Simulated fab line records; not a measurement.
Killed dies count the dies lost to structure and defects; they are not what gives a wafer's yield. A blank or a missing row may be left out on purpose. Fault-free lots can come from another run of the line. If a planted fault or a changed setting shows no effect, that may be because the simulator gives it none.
fab line records / flow gf180mcu
record: lots: 7 wafers: 21 last_day: 34
route steps=602 shown VT_IMPLANT@93
lots untouched by any fault: they come from a run of this same line in which no faults occurred
start_h: hours from the record's first day to the start of the lot's first wafer shown / wait_h: hours since the lot's step before / " as in the row above / L1.1+2: a single row standing in for several wafers / - either no value or no given start / * or withheld: withheld / < > ~ a bound
route shown NAME@n: NAME is a module with steps in the file, n the number in the route of the first one / usual: average and standard deviation across the fault-free wafers / same: alike in all rows / chamber/n: place in a boat / sites: each site's reading / _std_site: how widely they spread, as a standard deviation / _edge_site: mean of outer sites minus mean of inner sites / radius_mm: for every site, how far away it sits from the centre of the wafer / mask NAME#n: copy n / behind: tool/chamber where the wafer was last shaped / hold: why the lot was held/for how many hours/how that ended / device: whichever transistor did not switch (one of n, p or np) / end of line: the route-end tests of the same wafers / a step without rows: its recipe alone / killed: dies that structure and defects cost at the first sort, which is not the same as the wafer's yield / map: per-die view of a wafer (x killed, . not killed, _ where there is no die)
set.NAME: the run value of the setting; set.NAME@STEP: its run value at that earlier step / model.NAME: the simulator's own value behind a step, which no gauge read
a table for each step, a row for each wafer; lots at some steps of the route
services: a tool's chamber out of use, with start hour (start_h, from the record's first day; less than 0 if before it), hours out, and reason
== steps ==
step: GF_VT_IMPLANT_SOFTBAKE_03
recipe: temp_c: 90 time_s: 60 resist: NOVOLAK
step: GF_VT_IMPLANT_EXPOSE_04
recipe: mask_id: LVPWELL_LV_AREA target_cd_nm: 600 na: 0.6 source_shape: conventional sigma_outer: 0.6 dose_mj: 140
step: GF_VT_IMPLANT_PEB_05
recipe: temp_c: withheld time_s: * resist: NOVOLAK
step: GF_VT_IMPLANT_DEVELOP_06
recipe: develop_time_s: 60 dev_temp_c: 23
step: GF_VT_IMPLANT_OVL_MEAS_07
usual: VT_IMPLANT_OVL: 0.2/1.4
lot.wafer=L479.1 tool=overlay-02 chamber=- start_h=124.93 wait_h=0.1 VT_IMPLANT_OVL[nm]=-0.5
lot.wafer=L479.4 tool=overlay-02 chamber=- start_h=124.93 wait_h=0.1 VT_IMPLANT_OVL[nm]=-0.6
lot.wafer=L479.5 tool=overlay-02 chamber=- start_h=124.93 wait_h=0.1 VT_IMPLANT_OVL[nm]=0.5
lot.wafer=L488.1 tool=overlay-01 chamber=- start_h=178.88 wait_h=0.1 VT_IMPLANT_OVL[nm]=-1.0
lot.wafer=L488.2 tool=overlay-01 chamber=- start_h=178.88 wait_h=0.1 VT_IMPLANT_OVL[nm]=-1.0
lot.wafer=L488.5 tool=overlay-01 chamber=- start_h=178.88 wait_h=0.1 VT_IMPLANT_OVL[nm]=1.0
lot.wafer=L489.1 tool=overlay-02 chamber=- start_h=183.93 wait_h=0.1 VT_IMPLANT_OVL[nm]=-2.5
lot.wafer=L489.3 tool=overlay-02 chamber=- start_h=183.93 wait_h=0.1 VT_IMPLANT_OVL[nm]=-1.3
lot.wafer=L489.4 tool=overlay-02 chamber=- start_h=183.93 wait_h=0.1 VT_IMPLANT_OVL[nm]=-3.3
lot.wafer=L490.2 tool=overlay-02 chamber=- start_h=192.13 wait_h=0.1 VT_IMPLANT_OVL[nm]=0.8
lot.wafer=L490.5 tool=overlay-02 chamber=- start_h=192.13 wait_h=0.1 VT_IMPLANT_OVL[nm]=1.7
lot.wafer=L490.6 tool=overlay-02 chamber=- start_h=192.13 wait_h=0.1 VT_IMPLANT_OVL[nm]=-0.6
lot.wafer=L491.1 tool=overlay-02 chamber=- start_h=199.54 wait_h=0.1 VT_IMPLANT_OVL[nm]=-0.9
lot.wafer=L491.3 tool=overlay-02 chamber=- start_h=199.54 wait_h=0.1 VT_IMPLANT_OVL[nm]=0.3
lot.wafer=L491.5 tool=overlay-02 chamber=- start_h=199.54 wait_h=0.1 VT_IMPLANT_OVL[nm]=-0.6
lot.wafer=L492.1 tool=overlay-01 chamber=- start_h=202.97 wait_h=0.1 VT_IMPLANT_OVL[nm]=1.6
lot.wafer=L492.2 tool=overlay-01 chamber=- start_h=202.97 wait_h=0.1 VT_IMPLANT_OVL[nm]=1.3
lot.wafer=L492.5 tool=overlay-01 chamber=- start_h=202.97 wait_h=0.1 VT_IMPLANT_OVL[nm]=2.2
lot.wafer=L498.2 tool=overlay-02 chamber=- start_h=240.98 wait_h=0.1 VT_IMPLANT_OVL[nm]=-0.4
lot.wafer=L498.4 tool=overlay-02 chamber=- start_h=240.98 wait_h=0.1 VT_IMPLANT_OVL[nm]=-1.3
lot.wafer=L498.5 tool=overlay-02 chamber=- start_h=240.98 wait_h=0.1 VT_IMPLANT_OVL[nm]=-0.8
step: GF_VT_IMPLANT_IMPLANT_08
recipe: species: BF2 energy_kev: 20 dose_cm2: 8.29e+12 tilt_deg: 7
step: GF_VT_IMPLANT_STRIP_09
recipe: chemistry: O2/N2 power_w: 1400 pressure_mtorr: 1500 platen_temp_c: 250 o2_flow_sccm: 3000 n2_flow_sccm: 300 overash_fraction: 0.5
usual: drypump_motor_current_A: 5.4/0.54 heater_power_w: 321/36 oes_product_au: 0.715/0.0046 platen_temp_c: 249.97/0.19 strip_time_to_endpoint_s: 12.62/0.034
lot.wafer=L479.1 tool=plasma_asher-04 chamber=1 start_h=125.11 wait_h=0.1 drypump_motor_current_A=4.8 heater_power_w=332 oes_product_au=0.718 platen_temp_c=249.64 rf_hours_counter_h=34 strip_time_to_endpoint_s=12.67
lot.wafer=L479.4 tool=plasma_asher-04 chamber=1 start_h=125.11 wait_h=0.1 drypump_motor_current_A=4.8 heater_power_w=327 oes_product_au=0.712 platen_temp_c=249.67 rf_hours_counter_h=- strip_time_to_endpoint_s=12.64
lot.wafer=L479.5 tool=plasma_asher-04 chamber=0 start_h=125.11 wait_h=0.1 drypump_motor_current_A=5.8 heater_power_w=274 oes_product_au=0.709 platen_temp_c=249.62 rf_hours_counter_h=- strip_time_to_endpoint_s=12.63
lot.wafer=L488.1 tool=plasma_asher-04 chamber=0 start_h=179.06 wait_h=0.1 drypump_motor_current_A=5.8 heater_power_w=278 oes_product_au=0.710 platen_temp_c=249.97 rf_hours_counter_h=41 strip_time_to_endpoint_s=12.66
lot.wafer=L488.2 tool=plasma_asher-04 chamber=1 start_h=179.06 wait_h=0.1 drypump_motor_current_A=4.8 heater_power_w=329 oes_product_au=0.705 platen_temp_c=249.99 rf_hours_counter_h=41 strip_time_to_endpoint_s=12.63
lot.wafer=L488.5 tool=plasma_asher-04 chamber=1 start_h=179.06 wait_h=0.1 drypump_motor_current_A=4.8 heater_power_w=334 oes_product_au=0.711 platen_temp_c=249.99 rf_hours_counter_h=- strip_time_to_endpoint_s=12.64
lot.wafer=L489.1 tool=plasma_asher-04 chamber=0 start_h=184.12 wait_h=0.1 drypump_motor_current_A=5.8 heater_power_w=281 oes_product_au=0.716 platen_temp_c=250.11 rf_hours_counter_h=41 strip_time_to_endpoint_s=12.63
lot.wafer=L489.3 tool=plasma_asher-04 chamber=1 start_h=184.12 wait_h=0.1 drypump_motor_current_A=4.8 heater_power_w=334 oes_product_au=0.718 platen_temp_c=250.15 rf_hours_counter_h=- strip_time_to_endpoint_s=12.60
lot.wafer=L489.4 tool=plasma_asher-04 chamber=0 start_h=184.12 wait_h=0.1 drypump_motor_current_A=5.8 heater_power_w=272 oes_product_au=0.722 platen_temp_c=250.33 rf_hours_counter_h=- strip_time_to_endpoint_s=12.57
lot.wafer=L490.2 tool=plasma_asher-02 chamber=0 start_h=192.31 wait_h=0.1 drypump_motor_current_A=6.0 heater_power_w=372 oes_product_au=0.727 platen_temp_c=249.94 rf_hours_counter_h=55 strip_time_to_endpoint_s=12.61
lot.wafer=L490.5 tool=plasma_asher-02 chamber=1 start_h=192.31 wait_h=0.1 drypump_motor_current_A=4.7 heater_power_w=364 oes_product_au=0.711 platen_temp_c=250.11 rf_hours_counter_h=- strip_time_to_endpoint_s=12.64
lot.wafer=L490.6 tool=plasma_asher-02 chamber=0 start_h=192.31 wait_h=0.1 drypump_motor_current_A=6.0 heater_power_w=380 oes_product_au=0.712 platen_temp_c=249.85 rf_hours_counter_h=- strip_time_to_endpoint_s=12.68
lot.wafer=L491.1 tool=plasma_asher-04 chamber=1 start_h=199.73 wait_h=0.1 drypump_motor_current_A=4.8 heater_power_w=323 oes_product_au=0.715 platen_temp_c=250.02 rf_hours_counter_h=43 strip_time_to_endpoint_s=12.55
lot.wafer=L491.3 tool=plasma_asher-04 chamber=1 start_h=199.73 wait_h=0.1 drypump_motor_current_A=4.8 heater_power_w=325 oes_product_au=0.710 platen_temp_c=249.77 rf_hours_counter_h=- strip_time_to_endpoint_s=12.58
lot.wafer=L491.5 tool=plasma_asher-04 chamber=0 start_h=199.73 wait_h=0.1 drypump_motor_current_A=5.8 heater_power_w=275 oes_product_au=0.719 platen_temp_c=249.94 rf_hours_counter_h=- strip_time_to_endpoint_s=12.56
lot.wafer=L492.1 tool=plasma_asher-04 chamber=1 start_h=203.16 wait_h=0.1 drypump_motor_current_A=4.8 heater_power_w=325 oes_product_au=0.727 platen_temp_c=249.83 rf_hours_counter_h=43 strip_time_to_endpoint_s=12.67
lot.wafer=L492.2 tool=plasma_asher-04 chamber=0 start_h=203.16 wait_h=0.1 drypump_motor_current_A=5.8 heater_power_w=268 oes_product_au=0.715 platen_temp_c=249.63 rf_hours_counter_h=43 strip_time_to_endpoint_s=12.66
lot.wafer=L492.5 tool=plasma_asher-04 chamber=0 start_h=203.16 wait_h=0.1 drypump_motor_current_A=5.8 heater_power_w=276 oes_product_au=0.714 platen_temp_c=249.69 rf_hours_counter_h=- strip_time_to_endpoint_s=12.66
lot.wafer=L498.2 tool=plasma_asher-04 chamber=0 start_h=241.16 wait_h=0.1 drypump_motor_current_A=5.8 heater_power_w=273 oes_product_au=0.710 platen_temp_c=250.02 rf_hours_counter_h=48 strip_time_to_endpoint_s=12.59
lot.wafer=L498.4 tool=plasma_asher-04 chamber=1 start_h=241.16 wait_h=0.1 drypump_motor_current_A=4.8 heater_power_w=323 oes_product_au=0.720 platen_temp_c=250.32 rf_hours_counter_h=- strip_time_to_endpoint_s=12.58
lot.wafer=L498.5 tool=plasma_asher-04 chamber=1 start_h=241.16 wait_h=0.1 drypump_motor_current_A=4.8 heater_power_w=317 oes_product_au=0.715 platen_temp_c=249.91 rf_hours_counter_h=- strip_time_to_endpoint_s=12.58
step: GF_VT_IMPLANT_TW_MEAS_10
usual: VT_IMPLANT_TW: 564/4.9
lot.wafer=L479.1 tool=film_metro-04 chamber=- start_h=125.21 wait_h=0.1 VT_IMPLANT_TW=567
lot.wafer=L479.4 tool=film_metro-04 chamber=- start_h=125.21 wait_h=0.1 VT_IMPLANT_TW=568
lot.wafer=L479.5 tool=film_metro-04 chamber=- start_h=125.21 wait_h=0.1 VT_IMPLANT_TW=568
lot.wafer=L488.1 tool=film_metro-04 chamber=- start_h=179.16 wait_h=0.1 VT_IMPLANT_TW=568
lot.wafer=L488.2 tool=film_metro-04 chamber=- start_h=179.16 wait_h=0.1 VT_IMPLANT_TW=566
lot.wafer=L488.5 tool=film_metro-04 chamber=- start_h=179.16 wait_h=0.1 VT_IMPLANT_TW=566
lot.wafer=L489.1 tool=film_metro-01 chamber=- start_h=184.22 wait_h=0.1 VT_IMPLANT_TW=558
lot.wafer=L489.3 tool=film_metro-01 chamber=- start_h=184.22 wait_h=0.1 VT_IMPLANT_TW=559
lot.wafer=L489.4 tool=film_metro-01 chamber=- start_h=184.22 wait_h=0.1 VT_IMPLANT_TW=561
lot.wafer=L490.2 tool=film_metro-01 chamber=- start_h=192.42 wait_h=0.1 VT_IMPLANT_TW=563
lot.wafer=L490.5 tool=film_metro-01 chamber=- start_h=192.42 wait_h=0.1 VT_IMPLANT_TW=565
lot.wafer=L490.6 tool=film_metro-01 chamber=- start_h=192.42 wait_h=0.1 VT_IMPLANT_TW=562
lot.wafer=L491.1 tool=film_metro-04 chamber=- start_h=199.83 wait_h=0.1 VT_IMPLANT_TW=571
lot.wafer=L491.3 tool=film_metro-04 chamber=- start_h=199.83 wait_h=0.1 VT_IMPLANT_TW=569
lot.wafer=L491.5 tool=film_metro-04 chamber=- start_h=199.83 wait_h=0.1 VT_IMPLANT_TW=570
lot.wafer=L492.1 tool=film_metro-04 chamber=- start_h=203.26 wait_h=0.1 VT_IMPLANT_TW=570
lot.wafer=L492.2 tool=film_metro-04 chamber=- start_h=203.26 wait_h=0.1 VT_IMPLANT_TW=568
lot.wafer=L492.5 tool=film_metro-04 chamber=- start_h=203.26 wait_h=0.1 VT_IMPLANT_TW=569
lot.wafer=L498.2 tool=film_metro-04 chamber=- start_h=241.27 wait_h=0.1 VT_IMPLANT_TW=569
lot.wafer=L498.4 tool=film_metro-04 chamber=- start_h=241.27 wait_h=0.1 VT_IMPLANT_TW=568
lot.wafer=L498.5 tool=film_metro-04 chamber=- start_h=241.27 wait_h=0.1 VT_IMPLANT_TW=570
step: GF_VT_IMPLANT_DEHYDRATE_11
recipe: temp_c: 200 time_s: 60
step: GF_VT_IMPLANT_HMDS_12
recipe: prime_time_s: 60 prime_temp_c: 120
step: GF_VT_IMPLANT_COAT_13
recipe: resist: NOVOLAK spin_rpm: 3000 resist_thk_nm: 1000
step: GF_VT_IMPLANT_SOFTBAKE_14
recipe: temp_c: 90 time_s: 60 resist: NOVOLAK
step: GF_VT_IMPLANT_EXPOSE_15
recipe: mask_id: Nwell_LV_AREA target_cd_nm: 860 na: 0.6 source_shape: conventional sigma_outer: 0.6 dose_mj: 140
usual: exposure_dose_mJ_cm2: 140.02/0.14 focus_offset_nm: 0.0/0.53
lot.wafer=L479.1 tool=iline_stepper-01 chamber=0 start_h=132.03 wait_h=- mask=Nwell_LV_AREA#0 exposure_dose_mJ_cm2=139.94 focus_offset_nm=0.4 model.VT_IMPLANT.overlay_y_nm=0.5385
lot.wafer=L479.4 tool=iline_stepper-01 chamber=0 start_h=132.03 wait_h=- mask=Nwell_LV_AREA#0 exposure_dose_mJ_cm2=139.80 focus_offset_nm=-0.4 model.VT_IMPLANT.overlay_y_nm=0.5385
lot.wafer=L479.5 tool=iline_stepper-01 chamber=0 start_h=132.03 wait_h=- mask=Nwell_LV_AREA#0 exposure_dose_mJ_cm2=139.81 focus_offset_nm=-0.6 model.VT_IMPLANT.overlay_y_nm=0.5385
lot.wafer=L488.1 tool=iline_stepper-01 chamber=0 start_h=186.69 wait_h=- mask=Nwell_LV_AREA#0 exposure_dose_mJ_cm2=140.05 focus_offset_nm=0.7 model.VT_IMPLANT.overlay_y_nm=0.3203
lot.wafer=L488.2 tool=iline_stepper-01 chamber=0 start_h=186.69 wait_h=- mask=Nwell_LV_AREA#0 exposure_dose_mJ_cm2=140.10 focus_offset_nm=-0.3 model.VT_IMPLANT.overlay_y_nm=0.3203
lot.wafer=L488.5 tool=iline_stepper-01 chamber=0 start_h=186.69 wait_h=- mask=Nwell_LV_AREA#0 exposure_dose_mJ_cm2=140.05 focus_offset_nm=-0.1 model.VT_IMPLANT.overlay_y_nm=0.3203
lot.wafer=L489.1 tool=iline_stepper-01 chamber=- start_h=192.73 wait_h=- mask=Nwell_LV_AREA#0 exposure_dose_mJ_cm2=- focus_offset_nm=- model.VT_IMPLANT.overlay_y_nm=0.7221
lot.wafer=L489.3 tool=iline_stepper-01 chamber=- start_h=192.73 wait_h=- mask=Nwell_LV_AREA#0 exposure_dose_mJ_cm2=- focus_offset_nm=- model.VT_IMPLANT.overlay_y_nm=0.7221
lot.wafer=L489.4 tool=iline_stepper-01 chamber=- start_h=192.73 wait_h=- mask=Nwell_LV_AREA#0 exposure_dose_mJ_cm2=- focus_offset_nm=- model.VT_IMPLANT.overlay_y_nm=0.7221
lot.wafer=L490.2 tool=iline_stepper-01 chamber=- start_h=200.74 wait_h=- mask=Nwell_LV_AREA#0 exposure_dose_mJ_cm2=- focus_offset_nm=- model.VT_IMPLANT.overlay_y_nm=-0.6012
lot.wafer=L490.5 tool=iline_stepper-01 chamber=- start_h=200.74 wait_h=- mask=Nwell_LV_AREA#0 exposure_dose_mJ_cm2=- focus_offset_nm=- model.VT_IMPLANT.overlay_y_nm=-0.6012
lot.wafer=L490.6 tool=iline_stepper-01 chamber=- start_h=200.74 wait_h=- mask=Nwell_LV_AREA#0 exposure_dose_mJ_cm2=- focus_offset_nm=- model.VT_IMPLANT.overlay_y_nm=-0.6012
lot.wafer=L491.1 tool=iline_stepper-02 chamber=- start_h=208.15 wait_h=- mask=Nwell_LV_AREA#0 exposure_dose_mJ_cm2=- focus_offset_nm=- model.VT_IMPLANT.overlay_y_nm=-1.189
lot.wafer=L491.3 tool=iline_stepper-02 chamber=- start_h=208.15 wait_h=- mask=Nwell_LV_AREA#0 exposure_dose_mJ_cm2=- focus_offset_nm=- model.VT_IMPLANT.overlay_y_nm=-1.189
lot.wafer=L491.5 tool=iline_stepper-02 chamber=- start_h=208.15 wait_h=- mask=Nwell_LV_AREA#0 exposure_dose_mJ_cm2=- focus_offset_nm=- model.VT_IMPLANT.overlay_y_nm=-1.189
lot.wafer=L492.1 tool=iline_stepper-02 chamber=0 start_h=212.52 wait_h=- mask=Nwell_LV_AREA#0 exposure_dose_mJ_cm2=139.93 focus_offset_nm=0.3 model.VT_IMPLANT.overlay_y_nm=-0.8388
lot.wafer=L492.2 tool=iline_stepper-02 chamber=0 start_h=212.52 wait_h=- mask=Nwell_LV_AREA#0 exposure_dose_mJ_cm2=140.03 focus_offset_nm=0.0 model.VT_IMPLANT.overlay_y_nm=-0.8388
lot.wafer=L492.5 tool=iline_stepper-02 chamber=0 start_h=212.52 wait_h=- mask=Nwell_LV_AREA#0 exposure_dose_mJ_cm2=139.96 focus_offset_nm=0.6 model.VT_IMPLANT.overlay_y_nm=-0.8388
lot.wafer=L498.2 tool=iline_stepper-01 chamber=0 start_h=249.52 wait_h=- mask=Nwell_LV_AREA#0 exposure_dose_mJ_cm2=139.78 focus_offset_nm=1.4 model.VT_IMPLANT.overlay_y_nm=1.348
lot.wafer=L498.4 tool=iline_stepper-01 chamber=0 start_h=249.52 wait_h=- mask=Nwell_LV_AREA#0 exposure_dose_mJ_cm2=139.98 focus_offset_nm=0.6 model.VT_IMPLANT.overlay_y_nm=1.348
lot.wafer=L498.5 tool=iline_stepper-01 chamber=0 start_h=249.52 wait_h=- mask=Nwell_LV_AREA#0 exposure_dose_mJ_cm2=139.70 focus_offset_nm=0.6 model.VT_IMPLANT.overlay_y_nm=1.348
step: GF_VT_IMPLANT_PEB_16
recipe: temp_c: withheld time_s: * resist: NOVOLAK
== services ==
tool=iline_stepper-02 chamber=- start_h=121.93 hours=1.7 kind=repair
tool=iline_stepper-02 chamber=- start_h=143.77 hours=1.7 kind=pm
tool=iline_stepper-02 chamber=- start_h=169.29 hours=0.8 kind=repair
tool=plasma_asher-04 chamber=- start_h=170.53 hours=2.8 kind=repair
tool=iline_stepper-01 chamber=- start_h=207.26 hours=1.7 kind=pm
tool=iline_stepper-01 chamber=- start_h=235.67 hours=2.1 kind=pm
tool=iline_stepper-01 chamber=- start_h=237.75 hours=- kind=consumable_replace:lamp
== key ==
first_sign: step: GF_VT_IMPLANT_EXPOSE_15 reading: tool_record direction: missing
effect none on later readings
model_effect: step: GF_VT_IMPLANT_EXPOSE_15 value: VT_IMPLANT.overlay_y_nm without: -0.9343 struck: -0.3561
met_at GF_VT_IMPLANT_EXPOSE_15
struck_wafers L489.1,L489.3,L489.4,L490.2,L490.5,L490.6,L491.1,L491.3,L491.5
later_rows_left_out L489.1,L489.3,L489.4,L490.2,L490.5,L490.6,L491.1,L491.3,L491.5
sort_left_out L489.1,L489.3,L489.4,L490.2,L490.5,L490.6,L491.1,L491.3,L491.5
tester_left_out L489,L490,L491
onset_between 186.69 192.73
fault: kind: skipped_step_whole tool: iline_stepper-01,iline_stepper-02 chamber: - onset_h: 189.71 steps: GF_VT_IMPLANT_EXPOSE_15 scope: struck_lots_only
tester_left_out: of these lots the tester's yield and bins aren't shown, on N5 and GAA mostly nor the transistor test; their killed dies are dies lost to structure and defects alone, not to doping, threshold or leakage, so they don't give the yield
sort_left_out: the simulated sort isn't trusted on such a fault, so these wafers' sort isn't shown, and their yield isn't known
later_rows_left_out: the simulator's readings of these wafers behind a module that went badly wrong aren't trusted and aren't shown, but for the sort
